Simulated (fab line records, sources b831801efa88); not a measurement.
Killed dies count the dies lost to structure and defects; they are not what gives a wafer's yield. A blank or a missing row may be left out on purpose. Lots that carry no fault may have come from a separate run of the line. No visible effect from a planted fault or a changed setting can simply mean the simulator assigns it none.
A struck lot beside a sound one / flow gf180mcu / 14 out of 602 route steps
Sound: wafers L209.1, L209.2, L209.5. Struck: wafer L201.5. The cause is given at the end.
Per side, at each step with rows, come the tool, then ch with its chambers, and then its first start. Under that, the readings that differ: sound wafers / struck wafers / difference of the means / sigmas: that difference in standard deviations of wafers without a fault.
alike: readings with means less than 2 such deviations apart, plus words and numbers identical on both sides. not compared: withheld readings, readings lacking a value on some wafer, bounds such as >300 that could conceal the same value, and numbers that have no deviation in the record and whose values overlap.
The two part at a step that has a row with sigmas, a row that says differs or no value, or rows on one side only. Numbers that don't overlap but have no deviation are shown without sigmas and don't part them. A reading missing from all wafers of one side parts the sides only when that side holds two or more wafers.

first, 2 steps without rows for these wafers: GF_MIM_PEB_17; GF_MIM_DEVELOP_18 (develop time 60 s).
GF_MIM_METAL_ETCH_19: etches the open film in Cl2/BCl3, stops on Si3N4, target depth 324.5 nm, time 54.1 s.
  sound on rie-metal-04 ch 0,1, day 29 11:08; struck on rie-metal-04 ch 1, day 27 05:37
  alike: drypump-motor-current-A, mfc-cl2-sccm, oes-product-au, throttle-valve-pct
  not compared: rf-hours-counter-h
GF_MIM_STRIP_20: strips in O2/N2.
  sound on plasma-asher-01 ch 0,1, day 29 11:12; struck on plasma-asher-03 ch 1, day 27 05:42
  alike: drypump-motor-current-A, heater-power-w, oes-product-au, platen-temp-c, strip-time-to-endpoint-s
  not compared: rf-hours-counter-h
then, 8 steps without rows for these wafers: GF_MIM_STRIP_21 (strips in post etch residue remover, time 1200 s); GF_MIM_CLEAN_22 (cleans in DIW); GF_M5_DEHYDRATE_00 (time 60 s); GF_M5_HMDS_01 (prime time 60 s); GF_M5_COAT_02 (resist thk 1000 nm); GF_M5_SOFTBAKE_03 (time 60 s); GF_M5_EXPOSE_04 (exposes mask Metal5, target cd 280 nm); GF_M5_PEB_05 (peb time 90 s).
GF_M5_DEVELOP_06: develop time 60 s.
  struck on litho-track-02, day 28 02:17; sound on litho-track-03 ch 0, day 30 06:17
reading=model.KrF_of_M5_COAT_02.thk-nm (nm); sound=986.8 985.7 984.3; struck=1000; difference=+14; sigmas=
  not compared: chill-plate-temp-C, develop-time-s
GF_M5_CD_MEAS_07: target cd 280 nm.
  struck on cd-sem-01, day 28 02:25; sound on cd-sem-01, day 30 06:26
  not compared: cd-nm

WHERE THEY PART
Nowhere in this record.

WHY: the cause the simulator had injected
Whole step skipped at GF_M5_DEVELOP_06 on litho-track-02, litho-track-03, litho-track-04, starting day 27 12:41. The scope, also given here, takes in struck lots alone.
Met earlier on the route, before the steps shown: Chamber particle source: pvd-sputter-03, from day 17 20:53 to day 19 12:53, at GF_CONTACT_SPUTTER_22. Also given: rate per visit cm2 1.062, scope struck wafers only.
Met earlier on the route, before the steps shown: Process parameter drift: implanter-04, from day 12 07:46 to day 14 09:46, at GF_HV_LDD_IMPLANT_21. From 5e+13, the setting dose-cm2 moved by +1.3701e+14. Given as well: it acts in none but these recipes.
